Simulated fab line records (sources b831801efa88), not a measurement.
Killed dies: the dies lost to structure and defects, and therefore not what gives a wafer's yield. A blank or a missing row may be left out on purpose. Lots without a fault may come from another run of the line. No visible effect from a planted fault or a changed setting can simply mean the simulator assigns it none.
Which tool was responsible? :: flow gf180mcu :: 6 lots with 17 wafers sampled at 3 steps, on a route of 602 steps

WHAT THE GAUGES READ, wafer by wafer
GF_VT_IMPLANT_RS_MEAS_47: a four-point-probe measurement.
lot: L611
measured: day 8 01:32
on: film_metro-01
NWELL_RS (ohm/sq): 486.5 488.2 486.7

lot: L613
measured: day 8 15:32
on: film_metro-01
NWELL_RS (ohm/sq): 487.2 487.8 488.2

lot: L615
measured: day 9 07:08
on: film_metro-04
NWELL_RS (ohm/sq): 560.1 487.2

lot: L625
measured: day 12 10:29
on: film_metro-01
NWELL_RS (ohm/sq): 487.2 487.2 487.0

lot: L628
measured: day 12 21:53
on: film_metro-02
NWELL_RS (ohm/sq): 488.6 487.9 488.9

lot: L631
measured: day 13 17:20
on: film_metro-01
NWELL_RS (ohm/sq): 486.9 488.6 486.8

WHAT TOOL EACH LOT RAN ON (gives the tool, then ch and the chambers of the sampled wafers, and finally the start)
lot: L611
GF_NWELL_IMPLANT_08: implanter-02 ch 0, day 3 23:36
GF_MVSD_STRIP_10: plasma_asher-02 ch 0,1, day 5 01:33

lot: L613
GF_NWELL_IMPLANT_08: implanter-02 ch 0, day 4 11:29
GF_MVSD_STRIP_10: plasma_asher-01 ch 0,1, day 5 13:53

lot: L615
GF_NWELL_IMPLANT_08: implanter-02 ch 0, day 4 21:46
GF_MVSD_STRIP_10: plasma_asher-01 ch 0,1, day 6 00:58

lot: L625
GF_NWELL_IMPLANT_08: implanter-03 ch 0, day 7 08:18
GF_MVSD_STRIP_10: plasma_asher-03 ch 0,1, day 8 16:32

lot: L628
GF_NWELL_IMPLANT_08: implanter-02 ch 0, day 7 19:01
GF_MVSD_STRIP_10: plasma_asher-02 ch 0,1, day 9 02:00

lot: L631
GF_NWELL_IMPLANT_08: implanter-01 ch 0, day 8 08:10
GF_MVSD_STRIP_10: plasma_asher-02 ch 0,1, day 9 17:19
- GF_NWELL_IMPLANT_08
- GF_MVSD_STRIP_10: strips in O2/N2.

THE ANSWER, worked out from the rows above alone
Rule: usual is defined by the lots themselves. Put in order of their means at a reading, lots are off if they are a third of the lots or fewer, leave a main group of 4 or more, and stand apart from it by a gap of 3 or more times the standard deviation of the main group's means; of several such gaps the widest counts. If all means in a main group match to the digits the tables above print for the reading, that group is not used. A lot without any number at a reading at which 4 lots or more have one is off too. The other lots that the step has rows for count as sound.
Off: L615, seen at GF_VT_IMPLANT_RS_MEAS_47 (NWELL_RS). For the main group the mean is 487.6 ohm/sq and the standard deviation 0.5.
A tool fits if, at a process step before that reading, it ran every lot that is off, and no sound lot after the first of them. Those tools and the gauges at GF_VT_IMPLANT_RS_MEAS_47 are tried in the same way. 2 tools fit, plasma_asher-01 at GF_MVSD_STRIP_10 and film_metro-04 at GF_VT_IMPLANT_RS_MEAS_47, so this cannot tell which one it is.

WHAT THE SIMULATOR HAD INSERTED
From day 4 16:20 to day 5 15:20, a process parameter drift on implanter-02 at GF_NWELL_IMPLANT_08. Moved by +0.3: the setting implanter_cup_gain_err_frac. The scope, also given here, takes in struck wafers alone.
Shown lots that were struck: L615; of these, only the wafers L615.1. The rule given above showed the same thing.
